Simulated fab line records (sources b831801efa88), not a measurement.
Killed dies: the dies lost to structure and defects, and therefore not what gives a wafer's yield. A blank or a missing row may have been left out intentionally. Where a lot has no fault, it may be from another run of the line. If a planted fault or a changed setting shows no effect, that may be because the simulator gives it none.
Which tool did it? | flow gf180mcu | 36 wafers from 12 lots sampled at 5 of the route's 602 steps

== WHAT EACH GAUGE READ, for each wafer ==
GF_STI_THK_MEAS_02.
lot  | measured    | on            | STI_OXIDATION_THK (nm)
L255 | day 1 11:32 | film_metro-04 | 9.77 10.02 10.03
L256 | day 1 16:31 | film_metro-02 | 9.76 9.91 9.88
L257 | day 1 21:34 | film_metro-02 | 9.98 10.09 10.14
L258 | day 2 02:31 | film_metro-03 | 10.39 10.20 10.15
L259 | day 2 07:31 | film_metro-03 | 10.10 10.03 9.91
L261 | day 2 18:20 | film_metro-04 | 9.98 10.05 10.01
L263 | day 3 03:31 | film_metro-03 | 10.26 10.16 10.28
L264 | day 3 08:32 | film_metro-04 | 11.47 11.41 11.48 11.51 11.38 11.57
L266 | day 3 18:31 | film_metro-03 | 11.61 11.54 11.50 11.60 11.54 11.47
L270 | day 4 15:16 | film_metro-04 | 9.96 10.09 10.17
L271 | day 4 19:58 | film_metro-02 | 9.86 9.87 9.85
L275 | day 5 15:31 | film_metro-03 | 10.02 10.00 10.07

GF_POLY_GATE_THK_MEAS_17.
lot  | measured     | on            | POLY_GATE_OXIDATION_THK (nm)
L255 | day 9 15:26  | film_metro-03 | 4.03 3.89 3.90
L256 | day 10 01:05 | film_metro-02 | 3.95 4.05 4.02
L257 | day 10 13:38 | film_metro-02 | 4.02 3.93 3.88
L258 | day 10 13:35 | film_metro-03 | 4.09 4.00 4.00
L259 | day 10 21:45 | film_metro-01 | 3.90 3.83 3.86
L261 | day 11 07:27 | film_metro-02 | 4.00 4.02 4.01
L263 | day 12 08:08 | film_metro-02 | 4.02 4.06 3.91
L264 | day 12 08:13 | film_metro-02 | 4.18 4.08 4.11
L266 | day 12 20:17 | film_metro-02 | 4.16 4.17 4.15
L270 | day 14 01:04 | film_metro-03 | 4.24 4.27 4.19
L271 | day 14 01:04 | film_metro-02 | 4.14 4.15 4.13
L275 | day 14 22:10 | film_metro-02 | 4.09 4.17 4.15

GF_HV_LDD_THK_MEAS_57.
lot  | measured     | on            | HV_LDD_CVD_56_THK (nm)
L255 | day 12 17:41 | film_metro-03 | 90.7 90.2 90.3
L256 | day 13 05:12 | film_metro-01 | 90.8 90.2 91.0
L257 | day 13 20:09 | film_metro-01 | 91.1 90.8 90.7
L258 | day 13 18:06 | film_metro-01 | 88.7 88.4 88.7
L259 | day 14 01:46 | film_metro-01 | 89.8 89.3 89.2
L261 | day 14 14:47 | film_metro-04 | 90.8 89.8 90.4
L263 | day 15 20:18 | film_metro-04 | 90.3 89.9 88.8
L264 | day 15 21:20 | film_metro-01 | 88.5 89.2 88.9
L266 | day 16 11:04 | film_metro-04 | 90.8 90.2 90.8
L270 | day 17 21:50 | film_metro-04 | 91.6 92.2 91.4
L271 | day 17 22:08 | film_metro-03 | 90.3 89.8 90.0
L275 | day 18 22:58 | film_metro-01 | 90.6 89.0 90.0

GF_SAB_THK_MEAS_01.
lot  | measured     | on            | SAB_CVD_00_THK (nm)
L255 | day 14 08:28 | film_metro-02 | 50.8 50.7 51.0
L256 | day 14 22:25 | film_metro-02 | 50.0 51.2 51.1
L257 | day 15 13:41 | film_metro-02 | 50.1 49.5 49.9
L258 | day 15 13:02 | film_metro-03 | 50.0 50.1 51.2
L259 | day 15 21:48 | film_metro-03 | 50.2 50.0 50.9
L261 | day 16 11:40 | film_metro-03 | 49.4 49.4 49.9
L263 | day 17 17:28 | film_metro-02 | 49.4 50.8 49.6
L264 | day 17 18:32 | film_metro-04 | 49.1 50.3 50.1
L266 | day 18 09:39 | film_metro-02 | 49.1 49.3 50.2
L270 | day 19 22:26 | film_metro-03 | 49.3 50.0 49.6
L271 | day 19 22:59 | film_metro-03 | 50.1 49.2 49.9
L275 | day 21 00:28 | film_metro-03 | 49.2 48.8 49.6

== WHICH TOOL RAN EACH LOT (tool, then ch and the chambers of the sampled wafers, then the start) ==
lot  | GF_STI_OXIDATION_01
L255 | furnace-01 ch 0, day 1 10:07
L256 | furnace-01 ch 0, day 1 15:07
L257 | furnace-02 ch 0, day 1 20:10
L258 | furnace-02 ch 0, day 2 01:07
L259 | furnace-02 ch 0, day 2 06:07
L261 | furnace-02 ch 0, day 2 16:56
L263 | furnace-02 ch 0, day 3 02:07
L264 | furnace-02 ch 0, day 3 07:07
L266 | furnace-02 ch 0, day 3 17:07
L270 | furnace-01 ch 0, day 4 13:51
L271 | furnace-01 ch 0, day 4 18:32
L275 | furnace-01 ch 0, day 5 14:07
- GF_STI_OXIDATION_01: stabilise 600 s, purge 300 s, target thk 10 nm.

== WHAT THE TOOLS THEMSELVES READ (means of the sampled wafers that have a number; where no wafer has one, the mark that the record gives instead) ==
GF_STI_OXIDATION_01.
lot  | tool       | tube_center_temp_C (C)
L255 | furnace-01 | 900
L256 | furnace-01 | 900
L257 | furnace-02 | 900
L258 | furnace-02 | 900
L259 | furnace-02 | 900
L261 | furnace-02 | 900
L263 | furnace-02 | 900
L264 | furnace-02 | 900
L266 | furnace-02 | 900
L270 | furnace-01 | 900
L271 | furnace-01 | 900
L275 | furnace-01 | 900

== THE ANSWER, worked out from the rows above alone ==
Rule: what is usual is taken from the lots themselves. Put in order of their means at a reading, lots are off if they are a third of the lots or fewer, leave a main group of 4 or more, and stand apart from it by a gap of 3 or more times the standard deviation of the main group's means; of several such gaps the widest counts. A main group is skipped when, at the precision printed for the reading in the tables above, its means are all equal. A lot without any number at a reading at which 4 lots or more have one is off too. Where the step has rows for the other lots, those lots are counted as sound. The gauges are gone through in route order, then the tools' own readings, and for those a lot's mean is taken as printed above. The first step at which some lot is off is used, and at that step the reading that is off furthest; a lot without a number counts as furthest.
Off: at GF_STI_THK_MEAS_02 (STI_OXIDATION_THK), L264, L266. The main group: mean 10.03 nm, standard deviation 0.13.
A tool fits if, at a process step before that reading, it ran every lot that is off, and no sound lot after the first of them. The gauges at GF_STI_THK_MEAS_02 are tried like those tools. One candidate fits, namely furnace-02 at GF_STI_OXIDATION_01. Its last sound lot is L263 (day 3 02:07), its first lot that is off L264 (day 3 07:07): a fault that began between those two fits.

== WHAT THE SIMULATOR HAD INSERTED ==
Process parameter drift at GF_STI_OXIDATION_01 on furnace-02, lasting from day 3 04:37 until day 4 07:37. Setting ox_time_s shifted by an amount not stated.
Struck lots among those shown: L264, L266. The rule above found the same.
